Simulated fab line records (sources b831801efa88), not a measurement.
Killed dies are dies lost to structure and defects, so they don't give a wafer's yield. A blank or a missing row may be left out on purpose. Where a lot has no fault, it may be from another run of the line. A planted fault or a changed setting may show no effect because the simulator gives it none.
Problem report, 8D (eight disciplines) form, completed by code    flow gf180mcu    the parts of the form that need people (team, actions taken, sign-off) are left out

## 1. PROBLEM STATEMENT
Wafers without a fault read 7.38 s, standard deviation 0.039; strip_time_to_endpoint_s at GF_M4_STRIP_17 reads a mean of 6.51 s on 6 wafers belonging to 2 lots. Measured from the usual mean, that is -22 standard deviations.
The step: strips in O2/N2.
First observed at day 26 19:35: wafer L145.2, on plasma_asher-01. The record holds 36 wafers of 12 lots with a number at this step. Rule for "out", or "out of limits": more than 4 standard deviations from the usual mean. The other wafers with a number count as sound.

## 2. WHAT IT IS AND WHAT IT IS NOT
question                     is                                        is not
which readings at this step  strip_time_to_endpoint_s, oes_product_au  drypump_motor_current_A, heater_power_w
which lots                   L145, L149                                L136, L137, L138, L140, L143, L144, L155, L156, L157, L158
which wafers of those lots   all that have a number                    -
read on which tools          plasma_asher-01, plasma_asher-03          plasma_asher-02
when                         from day 26 19:35                         up to then (18 sound wafers); but 12 sound wafers of L155, L156, L157, L158 came after

## 3. THE SUSPECTS, EACH WITH WHAT RULES IT OUT
Counting: any tool at a process step up to the reading is kept as a suspect provided that every lot that is out went through it and no sound lot did after the first of them.
- litho_track-01 at GF_M4_COAT_09 (resist thk 1000 nm): ruled out as a lasting fault. Sound lots L156, L158 ran on it after its first lot that is out, L145 (day 26 08:29).
Left after counting: nothing in the record.

## 4. THE CAUSE (what the simulator had put in)
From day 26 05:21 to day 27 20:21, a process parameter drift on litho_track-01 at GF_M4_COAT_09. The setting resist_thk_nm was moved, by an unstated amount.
Counting ruled it out, wrongly: the rule takes a fault to strike every lot that its tool runs from its start on, and this one did not.

## 5. THE EFFECT CHAIN, in route order
Each row: a reading whose mean over the struck wafers that have a number lies more than 3 standard deviations from the usual. Only readings whose record carries a usual standard deviation are examined. hours: median over the lots of the time between each lot's start at the first step of this table that gives one and its start at this step. sigmas: the change, counted in usual standard deviations.
hours  step              reading                   usual       on struck wafers  change  sigmas
0      GF_M4_CD_MEAS_14  cd_nm                     279.9 nm    276.2             -3.7    -3.1
0      GF_M4_STRIP_17    oes_product_au            0.538 a.u.  0.503             -0.035  -8.0
0      GF_M4_STRIP_17    strip_time_to_endpoint_s  7.38 s      6.51              -0.87   -22
It contains these process steps:
- GF_M4_STRIP_17: strips in O2/N2.
Later steps that measure or inspect, where all struck wafers having a row at the step show a number for every such reading and not one has moved that far: GF_V4_BOW_MEAS_05.

## 6. WHAT WOULD HAVE CAUGHT IT SOONER
14 hours passed between the start of the fault at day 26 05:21 and the first reading out of limits in this record, taken at day 26 19:35.
Tool readings at GF_M4_COAT_09 with a usual standard deviation given in the record: none out on any struck wafer, hence no alarm at a limit of 4 standard deviations on them.
